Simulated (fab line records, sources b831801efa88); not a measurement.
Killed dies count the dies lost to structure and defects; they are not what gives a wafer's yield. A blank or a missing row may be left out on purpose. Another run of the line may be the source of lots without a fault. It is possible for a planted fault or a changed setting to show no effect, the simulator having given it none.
fab line records    flow sky130
record: lots: 7  wafers: 21  lastDay: 50
route steps=708 shown FIELD_ISO@25 NWELL@32 DNWELL@35 PAD_OPEN@708
lots with no fault: from the same line, run without faults
startH: hours from the record's first day to the start of the lot's first wafer shown    waitH: how many hours have passed since the lot's step before this one    " identical to the entry in the row above    L1.1+2: a row that stands for several wafers    - no value present, or no start provided    * or withheld: withheld    < > ~ a bound
route shown NAME@n: names a module that has steps shown in the file, with the first one's number in the route    usual: mean/standard deviation taken from wafers without a fault    same: alike in all rows    chamber/n: place in a boat    sites: each site's reading    _std_site: their standard deviation    _edge_site: inner sites' mean taken away from outer sites' mean    radiusMm: for every site, how far away it sits from the centre of the wafer    mask NAME#n: copy n    behind: tool/chamber where the wafer was last shaped    hold: the reason the lot was held/the length of the hold in hours/how it ended    device: names the non-switching transistor (n, p or np)    end of line: the tests these same wafers got at the end of their route    a step given without rows: its recipe and nothing more    killed: the dies lost at the first sort to structure and to defects; this is not the yield of the wafer    map: a wafer's dies, marking killed ones x, the rest . and places with no die _
set.NAME: setting as actually run; set.NAME@STEP: the setting as run at that earlier step    model.NAME: the simulator's own value behind a step, which no gauge read
lots seen at some steps along the route; tables by step, rows by wafer
services: the hour from which a tool's chamber was out of use, counted from the record's first day as startH (under 0 if before that day), plus the number of hours and why
== steps ==
step: SKY_FIELD_ISO_CVD_24
recipe: material: SiO2  targetThkNm: 595  tempC: 650  sigmaOpenFrac: 0.3  timeS: 99.2  sih4FlowSccm: 60  pressureMtorr: 6
step: SKY_FIELD_ISO_THK_MEAS_25
recipe: reads: SiO2_of_FIELD_ISO_CVD_24
usual: FIELD_ISO_CVD_24_THK: 590/9.2
lot.wafer  tool          chamber  startH  waitH  FIELD_ISO_CVD_24_THK[nm]
L310.1     filmMetro-03  -        37.52   0.0    597
L310.3     "             -        "       "      587
L310.6     "             -        "       "      579
L317.2     filmMetro-04  -        73.78   0.0    570
L317.5     "             -        "       "      580
L317.6     "             -        "       "      592
L325.2     filmMetro-04  -        114.62  0.0    579
L325.4     "             -        "       "      580
L325.5     "             -        "       "      591
L326.1     filmMetro-01  -        118.64  0.0    588
L326.4     "             -        "       "      589
L326.5     "             -        "       "      600
L327.2     filmMetro-01  -        125.32  0.0    593
L327.3     "             -        "       "      591
L327.5     "             -        "       "      576
L328.1     filmMetro-03  -        130.81  0.0    607
L328.3     "             -        "       "      586
L328.6     "             -        "       "      584
L332.2     filmMetro-03  -        150.19  0.0    600
L332.3     "             -        "       "      603
L332.5     "             -        "       "      605
step: SKY_FIELD_ISO_ANNEAL_26
recipe: tempC: 1000  timeS: 1800  ambient: N2
step: SKY_FIELD_ISO_CMP_27
recipe: stopOn: Si3N4  tOverpolishS: 16  downForcePsi: 4  platenRpm: 60  targetThkNm: 457.8  padVelocityMS: 0.94248
usual: motorCurrentA: 12.0/0.77  overpolishRunS: 16.000/0.009  timeToEndpointS: 114/5.7
lot.wafer  tool    chamber  startH  waitH  motorCurrentA  overpolishRunS  timeToEndpointS
L310.1     cmp-01  3        39.87   0.1    12.4           16.007          116
L310.3     "       0        "       "      13.4           15.994          113
L310.6     "       2        "       "      11.9           15.981          113
L317.2     cmp-01  2        75.43   0.1    12.2           16.003          123
L317.6     "       0        "       "      12.8           16.020          126
L317.5     "       1        "       "      12.9           16.003          111
L325.2     cmp-01  3        117.11  0.0    12.3           15.987          119
L325.4     "       1        "       "      12.5           15.986          104
L325.5     "       0        "       "      13.2           15.989          119
L326.1     cmp-02  2        121.37  0.0    11.4           15.996          113
L326.4     "       0        "       "      12.8           16.000          116
L326.5     "       2        "       "      12.0           16.012          115
L327.3     cmp-02  2        127.37  0.0    11.5           16.000          111
L327.2     "       1        "       "      11.1           15.998          109
L327.5     "       3        "       "      11.0           16.003          110
L328.1     cmp-02  0        132.37  0.0    12.9           16.010          115
L328.3     "       1        "       "      11.2           15.974          106
L328.6     "       0        "       "      13.0           15.997          113
L332.2     cmp-01  0        153.13  0.1    13.1           15.990          117
L332.3     "       1        "       "      12.5           15.980          106
L332.5     "       3        "       "      12.0           15.995          120
step: SKY_FIELD_ISO_WET_ETCH_28
recipe: chemistry: dHF  targetDepthNm: 23.7  target: SiO2  dilution: 10:1  tempC: 25  timeS: 47
step: SKY_FIELD_ISO_WET_ETCH_29
recipe: chemistry: H3PO4  targetDepthNm: 160  target: Si3N4  tempC: 160  timeS: 1825
step: SKY_FIELD_ISO_WET_ETCH_30
recipe: chemistry: dHF  targetDepthNm: 25  target: SiO2  dilution: 10:1  tempC: 25  timeS: 50
step: SKY_NWELL_CLEAN_00
recipe: chemistry: SC1/SC2  mix: 1:4:20  tempC: 70  timeS: 150  dry: n2Spin
step: SKY_NWELL_OXIDATION_01
recipe: tempC: 900  ambient: O2  stabiliseS: 600  purgeS: 300  targetThkA: 100  oxTimeS: 1418
step: SKY_NWELL_THK_MEAS_02
recipe: reads: SiO2_of_NWELL_OXIDATION_01
usual: NWELL_OXIDATION_THK: 10.00/0.2
lot.wafer  tool          chamber  startH  waitH  NWELL_OXIDATION_THK[nm]
L310.1     filmMetro-04  -        42.07   0.0    9.71
L310.3     "             -        "       "      9.88
L310.6     "             -        "       "      9.77
L317.2     filmMetro-04  -        79.64   0.0    10.21
L317.5     "             -        "       "      10.12
L317.6     "             -        "       "      10.22
L325.2     filmMetro-02  -        119.91  0.0    10.08
L325.4     "             -        "       "      10.23
L325.5     "             -        "       "      10.23
L326.1     filmMetro-03  -        124.01  0.0    9.59
L326.4     "             -        "       "      9.62
L326.5     "             -        "       "      9.67
L327.2     filmMetro-03  -        129.88  0.0    9.94
L327.3     "             -        "       "      9.73
L327.5     "             -        "       "      9.93
L328.1     filmMetro-03  -        135.22  0.0    9.92
L328.3     "             -        "       "      10.01
L328.6     "             -        "       "      9.90
L332.2     filmMetro-03  -        155.53  0.0    10.05
L332.3     "             -        "       "      9.90
L332.5     "             -        "       "      9.77
step: SKY_DNWELL_DEHYDRATE_00
recipe: tempC: 200  timeS: 60
step: SKY_DNWELL_HMDS_01
recipe: primeTimeS: 60  primeTempC: 120
step: SKY_DNWELL_COAT_02
recipe: spinRpm: 2000  resistThkNm: 3000
usual: exhaustPa: 44.9/0.92  spinSpeedRpm: 2000.3/1.4
lot.wafer  tool           chamber  startH  waitH  exhaustPa  spinSpeedRpm  model.coat_of_DNWELL_COAT_02.thkNm
L310.1     lithoTrack-03  0        49.78   0.1    45.1       2001.0        3010
L310.3     "              0        "       "      44.6       1998.8        3005
L310.6     "              0        "       "      46.0       1998.6        3008
L317.2     lithoTrack-02  0        87.89   0.1    44.2       2002.3        2983
L317.5     "              0        "       "      44.5       2000.5        2981
L317.6     "              0        "       "      44.3       1999.4        2991
L325.2     lithoTrack-03  0        129.11  0.1    43.8       2600.3        2634
L325.4     "              0        "       "      44.4       2598.5        2643
L325.5     "              0        "       "      43.5       2597.7        2638
L326.1     lithoTrack-03  0        132.78  0.1    43.8       2598.4        2645
L326.4     "              0        "       "      45.5       2600.3        2638
L326.5     "              0        "       "      44.8       2599.5        2640
L327.2     lithoTrack-03  0        139.51  0.1    43.9       2601.4        2650
L327.3     "              0        "       "      45.5       2600.9        2644
L327.5     "              0        "       "      43.2       2600.5        2642
L328.1     lithoTrack-02  0        145.17  0.1    44.2       1999.2        2992
L328.3     "              0        "       "      43.6       2000.3        2996
L328.6     "              0        "       "      43.7       1998.4        2988
L332.2     lithoTrack-02  0        166.49  0.1    44.9       2001.5        2992
L332.3     "              0        "       "      44.0       1999.7        2997
L332.5     "              0        "       "      43.9       2001.5        3003
step: SKY_DNWELL_SOFTBAKE_03
recipe: tempC: 110  timeS: withheld
step: SKY_DNWELL_EXPOSE_04
recipe: maskId: DNM  na: 0.57  targetCdNm: 3000  doseMj: 222
step: SKY_DNWELL_PEB_05
recipe: tempC: 115  timeS: withheld
step: SKY_DNWELL_DEVELOP_06
recipe: wallAngleDeg: 90  developer: TMAH  developTimeS: 60  devTempC: 23
usual: exhaustPa: 44.9/0.86
lot.wafer  tool           chamber  startH  waitH  exhaustPa  model.coat_of_DNWELL_COAT_02.thkNm
L310.1     lithoTrack-02  0        -       -      45.0       3006
L310.3     "              0        "       "      44.4       3001
L310.6     "              0        "       "      45.1       3004
L317.2     lithoTrack-02  0        -       -      43.5       2978
L317.5     "              0        "       "      45.5       2977
L317.6     "              0        "       "      45.5       2986
L325.2     lithoTrack-04  0        -       -      45.7       2629
L325.4     "              0        "       "      47.0       2638
L325.5     "              0        "       "      46.4       2633
L326.1     lithoTrack-02  0        -       -      43.6       2641
L326.4     "              0        "       "      44.5       2634
L326.5     "              0        "       "      44.7       2636
L327.2     lithoTrack-04  0        -       -      44.8       2646
L327.3     "              0        "       "      44.2       2639
L327.5     "              0        "       "      44.9       2638
L328.1     lithoTrack-02  0        -       -      45.1       2988
L328.3     "              0        "       "      45.5       2992
L328.6     "              0        "       "      45.2       2984
L332.2     lithoTrack-02  0        -       -      45.8       2987
L332.3     "              0        "       "      45.6       2993
L332.5     "              0        "       "      45.7       2998
step: SKY_DNWELL_IMPLANT_07
recipe: species: P  energyKev: withheld  doseCm2: withheld  tiltDeg: withheld
step: SKY_DNWELL_STRIP_08
recipe: chemistry: O2/N2  powerW: 1400  pressureMtorr: 1500  platenTempC: withheld  o2FlowSccm: 3000  n2FlowSccm: 300  overashFraction: 0.5
usual: chamberPressureMTorr: 1500.2/1.4  drypumpMotorCurrentA: 5.7/0.56  oesProductAu: 0.723/0.0043  stripTimeToEndpointS: 36.92/0.13
lot.wafer  tool            chamber  startH  waitH  chamberPressureMTorr  drypumpMotorCurrentA  oesProductAu  rfHoursCounterH  stripTimeToEndpointS
L310.1     plasmaAsher-03  1        57.67   0.1    1500.2                6.7                   0.729         39               37.04
L310.3     "               1        "       "      1501.2                6.7                   0.728         -                36.97
L310.6     "               0        "       "      1500.9                5.9                   0.722         -                37.00
L317.2     plasmaAsher-03  0        96.12   0.1    1499.9                5.9                   0.725         43               36.71
L317.5     "               0        "       "      1499.5                5.8                   0.721         -                36.70
L317.6     "               1        "       "      1499.3                6.7                   0.716         -                36.78
L325.2     plasmaAsher-04  0        139.53  0.1    1497.0                5.2                   0.726         33               32.72
L325.4     "               0        "       "      1500.2                5.2                   0.726         -                32.83
L325.5     "               1        "       "      1499.7                5.2                   0.718         -                32.76
L326.1     plasmaAsher-03  0        143.47  0.1    1499.1                5.9                   0.719         2                32.86
L326.4     "               0        "       "      1497.1                5.9                   0.717         -                32.78
L326.5     "               1        "       "      1499.8                6.7                   0.716         -                32.80
L327.2     plasmaAsher-04  1        149.53  0.1    1499.8                5.2                   0.717         34               32.92
L327.3     "               0        "       "      1501.0                5.3                   0.727         -                32.84
L327.5     "               1        "       "      1501.0                5.2                   0.730         -                32.84
L328.1     plasmaAsher-04  1        154.97  0.1    1498.5                5.2                   0.724         34               36.82
L328.3     "               1        "       "      1500.1                5.2                   0.722         -                36.88
L328.6     "               0        "       "      1502.8                5.2                   0.717         -                36.78
L332.2     plasmaAsher-03  0        176.97  0.1    1499.8                5.9                   0.726         6                36.81
L332.3     "               0        "       "      1500.7                5.9                   0.723         -                36.89
L332.5     "               0        "       "      1500.0                5.9                   0.724         -                36.94
step: SKY_DNWELL_TW_MEAS_09
usual: DNWELL_TW: 1117/9.9
lot.wafer  tool          chamber  startH  waitH  DNWELL_TW
L310.1     filmMetro-02  -        57.77   0.1    1115
L310.3     "             -        "       "      1119
L310.6     "             -        "       "      1115
L317.2     filmMetro-03  -        96.23   0.1    1120
L317.5     "             -        "       "      1122
L317.6     "             -        "       "      1127
L325.2     filmMetro-04  -        139.64  0.1    1122
L325.4     "             -        "       "      1128
L325.5     "             -        "       "      1129
L326.1     filmMetro-04  -        143.57  0.1    1120
L326.4     "             -        "       "      1123
L326.5     "             -        "       "      1124
L327.2     filmMetro-03  -        149.64  0.1    1114
L327.3     "             -        "       "      1120
L327.5     "             -        "       "      1120
L328.1     filmMetro-03  -        155.07  0.1    1112
L328.3     "             -        "       "      1112
L328.6     "             -        "       "      1111
L332.2     filmMetro-02  -        177.08  0.1    1094
L332.3     "             -        "       "      1098
L332.5     "             -        "       "      1093
step: SKY_PAD_OPEN_PROBE_99
usual: killed_at_M0_to_M3: 45/7.2  killed_at_M4_up: 3.0/1.8  killedAtContacts: 25/6.1  killedAtFrontEnd: 14/4.4  killedAtOther: 0.2/0.44  killedDies: 88/10  killedOpen: 48/7.4  killedShort: 40/6.3
same: grossDies: 492  killedAtBackSide: 0
lot.wafer  tool       chamber  startH   waitH  killed_at_M0_to_M3  killed_at_M4_up  killedAtContacts  killedAtFrontEnd  killedAtOther  killedDies  killedOpen  killedShort  model.etest.resDeepNwell.widthNm
L310.1     prober-01  -        1088.32  0.1    58                  3                21                7                 0              89          46          43           2980
L310.3     prober-01  -        1088.42  0.2    51                  0                24                7                 0              82          37          45           2999
L310.6     prober-01  -        1088.57  0.2    56                  6                26                12                2              102         50          52           2995
L317.2     prober-02  -        1133.30  0.1    42                  2                21                18                0              83          49          34           2995
L317.5     prober-02  -        1133.45  0.2    37                  2                32                11                1              83          40          43           3000
L317.6     prober-02  -        1133.50  0.2    58                  2                24                11                0              95          51          44           2982
L325.2     prober-01  -        1171.70  0.1    51                  6                25                14                0              96          53          43           3018
L325.4     prober-01  -        1171.80  0.2    43                  2                24                11                0              80          48          32           3030
L325.5     prober-01  -        1171.85  0.2    57                  0                22                17                0              96          56          40           3038
L326.1     prober-02  -        1176.93  0.1    40                  3                20                24                1              88          51          37           3030
L326.4     prober-02  -        1177.08  0.2    40                  4                22                9                 1              76          44          32           3032
L326.5     prober-02  -        1177.13  0.2    42                  4                11                14                0              71          35          36           3025
L327.2     prober-01  -        1183.28  0.1    30                  5                35                17                0              87          45          42           3017
L327.3     prober-01  -        1183.33  0.2    50                  4                21                19                1              95          50          45           3019
L327.5     prober-01  -        1183.43  0.2    36                  8                17                20                0              81          35          46           3019
L328.1     prober-02  -        1186.18  0.1    42                  2                23                14                0              81          50          31           2980
L328.3     prober-02  -        1186.28  0.2    46                  4                17                14                1              82          48          34           3006
L328.6     prober-02  -        1186.43  0.2    33                  6                22                11                0              72          46          26           3017
L332.2     prober-02  -        1198.52  0.1    51                  2                21                19                1              94          50          44           3007
L332.3     prober-02  -        1198.57  0.2    42                  1                13                13                1              70          42          28           3002
L332.5     prober-02  -        1198.67  0.2    47                  3                16                11                1              78          38          40           2996
killed by level:class
L310.1 VIA1:geometricParticle:open=12 METAL2:geometricParticle:short=9 CONTACT:geometricParticle:open=8 VIA2:geometricParticle:open=8 VIA3:geometricParticle:open=7 VIA1:geometricParticle:short=6 VIA2:geometricParticle:short=6 LI_CONTACT:geometricParticle:open=4
L310.3 METAL2:geometricParticle:short=10 VIA1:geometricParticle:open=9 CONTACT:geometricParticle:open=8 LI_CONTACT:geometricParticle:open=7 VIA1:geometricParticle:short=7 METAL1:geometricParticle:short=6 VIA2:geometricParticle:open=5 CONTACT:geometricParticle:short=4
L310.6 VIA1:geometricParticle:open=14 VIA1:geometricParticle:short=10 CONTACT:geometricParticle:open=9 VIA3:geometricParticle:open=8 LOCAL_INTERCONNECT:geometricParticle:short=6 VIA2:geometricParticle:open=6 METAL1:geometricParticle:short=5 CONTACT:geometricParticle:short=5
L317.2 VIA3:geometricParticle:open=11 CONTACT:geometricParticle:open=8 VIA1:geometricParticle:open=8 POLY_GATE:geometricParticle:open=6 CONTACT:geometricParticle:short=6 METAL1:geometricParticle:short=6 FIELD_ISO:geometricParticle:short=5 VIA2:geometricParticle:open=5
L317.5 CONTACT:geometricParticle:open=11 METAL1:geometricParticle:short=9 CONTACT:geometricParticle:short=8 LI_CONTACT:geometricParticle:open=5 VIA1:geometricParticle:open=5 VIA2:geometricParticle:open=5 VIA3:geometricParticle:open=5 LI_CONTACT:geometricParticle:short=4
L317.6 VIA2:geometricParticle:open=11 VIA1:geometricParticle:open=9 VIA3:geometricParticle:open=9 CONTACT:geometricParticle:short=7 VIA1:geometricParticle:short=7 LI_CONTACT:geometricParticle:open=6 METAL3:geometricParticle:short=6 CONTACT:geometricParticle:open=5
L325.2 VIA1:geometricParticle:open=12 CONTACT:geometricParticle:open=10 VIA1:geometricParticle:short=6 LOCAL_INTERCONNECT:geometricParticle:short=5 VIA2:geometricParticle:open=5 METAL1:geometricParticle:open=5 METAL2:geometricParticle:short=5 METAL3:geometricParticle:short=5
L325.4 VIA1:geometricParticle:open=11 CONTACT:geometricParticle:open=9 METAL2:geometricParticle:short=8 POLY_GATE:geometricParticle:open=5 CONTACT:geometricParticle:short=5 LI_CONTACT:geometricParticle:open=5 VIA2:geometricParticle:open=5 FIELD_ISO:geometricParticle:open=4
L325.5 VIA1:geometricParticle:open=12 CONTACT:geometricParticle:short=8 CONTACT:geometricParticle:open=7 VIA3:geometricParticle:open=7 VIA2:geometricParticle:open=7 VIA1:geometricParticle:short=6 VIA2:geometricParticle:short=6 FIELD_ISO:geometricParticle:open=5
L326.1 VIA1:geometricParticle:open=13 CONTACT:geometricParticle:open=8 FIELD_ISO:geometricParticle:open=6 LI_CONTACT:geometricParticle:open=6 VIA2:geometricParticle:open=6 FIELD_ISO:geometricParticle:short=5 METAL1:geometricParticle:short=4 VIA1:geometricParticle:short=4
L326.4 VIA1:geometricParticle:open=12 CONTACT:geometricParticle:open=9 VIA3:geometricParticle:open=8 METAL2:geometricParticle:short=6 LI_CONTACT:geometricParticle:open=5 VIA2:geometricParticle:open=5 FIELD_ISO:geometricParticle:short=4 LOCAL_INTERCONNECT:geometricParticle:short=4
L326.5 METAL1:geometricParticle:short=6 VIA1:geometricParticle:open=6 VIA3:geometricParticle:open=6 FIELD_ISO:geometricParticle:open=5 VIA2:geometricParticle:open=5 VIA2:geometricParticle:short=4 METAL2:geometricParticle:short=4 LI_CONTACT:geometricParticle:open=3
L327.2 LI_CONTACT:geometricParticle:open=10 CONTACT:geometricParticle:open=9 FIELD_ISO:geometricParticle:open=7 LI_CONTACT:geometricParticle:short=7 VIA1:geometricParticle:open=6 VIA2:geometricParticle:open=5 FIELD_ISO:geometricParticle:short=4 LOCAL_INTERCONNECT:geometricParticle:short=4
L327.3 METAL1:geometricParticle:short=11 VIA1:geometricParticle:open=10 VIA3:geometricParticle:open=9 VIA2:geometricParticle:open=8 CONTACT:geometricParticle:open=7 LOCAL_INTERCONNECT:geometricParticle:short=5 LI_CONTACT:geometricParticle:open=4 POLY_GATE:geometricParticle:short=3
L327.5 VIA1:geometricParticle:open=8 FIELD_ISO:geometricParticle:short=7 METAL4:geometricParticle:short=7 METAL1:geometricParticle:short=6 METAL3:geometricParticle:short=6 CONTACT:geometricParticle:open=5 VIA3:geometricParticle:open=5 POLY_GATE:geometricParticle:open=4
L328.1 VIA3:geometricParticle:open=11 LI_CONTACT:geometricParticle:open=10 VIA1:geometricParticle:open=10 POLY_GATE:geometricParticle:short=6 CONTACT:geometricParticle:open=6 VIA2:geometricParticle:open=6 METAL2:geometricParticle:short=5 METAL1:geometricParticle:short=4
L328.3 VIA1:geometricParticle:open=10 VIA3:geometricParticle:open=10 VIA2:geometricParticle:open=8 FIELD_ISO:geometricParticle:short=6 CONTACT:geometricParticle:open=6 LI_CONTACT:geometricParticle:open=5 VIA1:geometricParticle:short=5 METAL1:geometricParticle:short=4
L328.6 CONTACT:geometricParticle:open=11 VIA3:geometricParticle:open=8 VIA1:geometricParticle:open=7 VIA2:geometricParticle:open=5 METAL1:geometricParticle:short=4 LI_CONTACT:geometricParticle:open=4 METAL4:geometricParticle:short=4 FIELD_ISO:geometricParticle:open=3
L332.2 VIA1:geometricParticle:open=12 CONTACT:geometricParticle:open=11 METAL2:geometricParticle:short=11 VIA3:geometricParticle:open=7 VIA2:geometricParticle:open=6 FIELD_ISO:geometricParticle:short=5 CONTACT:geometricParticle:short=5 VIA1:geometricParticle:short=3
L332.3 VIA2:geometricParticle:open=9 VIA1:geometricParticle:open=8 VIA3:geometricParticle:open=8 LI_CONTACT:geometricParticle:open=5 CONTACT:geometricParticle:short=4 POLY_GATE:geometricParticle:short=3 POLY_GATE:geometricParticle:open=3 METAL3:geometricParticle:short=3
L332.5 VIA1:geometricParticle:open=11 VIA1:geometricParticle:short=10 METAL1:geometricParticle:short=8 CONTACT:geometricParticle:open=7 VIA2:geometricParticle:open=5 POLY_GATE:geometricParticle:open=4 LI_CONTACT:geometricParticle:open=4 METAL2:geometricParticle:short=3
== services ==
tool            chamber  startH  hours  kind
cmp-02          -        36.33   1.1    repair
cmp-01          -        43.88   2.4    repair
cmp-01          -        45.13   1.7    repair
cmp-02          -        62.51   3.7    repair
cmp-01          -        64.21   4.0    pm
plasmaAsher-04  -        64.41   1.4    repair
cmp-01          -        68.21   -      consumableReplace:conditioner
cmp-01          -        68.21   -      consumableReplace:pad
cmp-01          -        94.16   1.3    repair
cmp-02          -        95.35   0.5    repair
cmp-02          -        100.47  1.3    repair
plasmaAsher-03  -        108.75  9.0    pm
plasmaAsher-03  0        108.75  9.0    ventCycle
plasmaAsher-03  1        108.75  9.0    ventCycle
plasmaAsher-03  0        117.75  -      clean
plasmaAsher-03  1        117.75  -      clean
cmp-02          -        146.69  0.5    repair
cmp-02          -        166.61  0.6    repair
== key ==
firstSign: step: SKY_DNWELL_COAT_02  reading: spinSpeedRpm  direction: up  sigmas: 99+  usual: 2000.3  struck: 2599.7
effect: step: SKY_DNWELL_STRIP_08  reading: stripTimeToEndpointS  direction: down  sigmas: 31  usual: *  struck: *
modelEffect: step: SKY_DNWELL_COAT_02  value: coat_of_DNWELL_COAT_02.thkNm  without: 3012  struck: 2641
modelEffect: step: SKY_DNWELL_DEVELOP_06  value: coat_of_DNWELL_COAT_02.thkNm  without: 3007  struck: 2637
modelEffect: step: SKY_PAD_OPEN_PROBE_99  value: etest.resDeepNwell.widthNm  without: 3001  struck: 3025
metAt SKY_DNWELL_COAT_02
struckWafers L325.2,L325.4,L325.5,L326.1,L326.4,L326.5,L327.2,L327.3,L327.5
testerLeftOut L325,L326,L327
onsetBetween 49.78 129.11
fault: kind: processParameterDrift  tool: lithoTrack-03  chamber: -  onsetH: 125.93  steps: SKY_DNWELL_COAT_02  channel: spinRpm  offset: 599.7  shape: step  endH: 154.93  actsIn: theseRecipesOnly  stated: 2000
testerLeftOut: of these lots the tester's yield and bins aren't shown, on N5 and GAA mostly nor the transistor test; their killed dies are dies lost to structure and defects alone, not to doping, threshold or leakage, so they don't give the yield
